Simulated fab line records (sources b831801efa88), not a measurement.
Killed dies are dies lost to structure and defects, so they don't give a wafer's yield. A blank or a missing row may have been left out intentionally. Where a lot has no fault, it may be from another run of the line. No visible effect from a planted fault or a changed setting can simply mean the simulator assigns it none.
What tool caused it? ; flow gf180mcu ; 6 lots, 18 wafers sampled, at 1 step of a route of 602

== WHAT THE GAUGES READ, wafer by wafer ==
GF_STI_THK_MEAS_02.
lot;measured;on;STI_OXIDATION_THK (nm)
L518;day 1 21:31;film metro-04;9.85 9.75 9.73
L523;day 3 00:34;film metro-04;9.68 9.66 9.51
L532;day 4 19:31;film metro-04;10.39 10.23 10.32
L535;day 5 10:32;film metro-02;9.96 10.05 10.15
L537;day 5 20:31;film metro-03;10.04 10.03 10.04
L539;day 6 07:09;film metro-04;10.23 10.05 10.00

== EACH LOT AND THE TOOL THAT RAN IT (in order: tool; ch and the chambers of the sampled wafers; start) ==
There is no process step in the record ahead of these readings.

== THE ANSWER, worked out from the rows above alone ==
Rule: what is usual is taken from the lots themselves. Put in order of their means at a reading, lots are off if they are a third of the lots or fewer, leave a main group of 4 or more, and stand apart from it by a gap of 3 or more times the standard deviation of the main group's means; of several such gaps the widest counts. A main group whose means are all the same, to the digits that the tables above print for the reading, isn't used. Also off: a lot with no number at a reading for which 4 or more lots have one. Any other lot the step has rows for is counted as sound.
Across all readings shown, no lot is off: no conclusion can be drawn from this.

== WHAT WAS PUT IN BY THE SIMULATOR ==
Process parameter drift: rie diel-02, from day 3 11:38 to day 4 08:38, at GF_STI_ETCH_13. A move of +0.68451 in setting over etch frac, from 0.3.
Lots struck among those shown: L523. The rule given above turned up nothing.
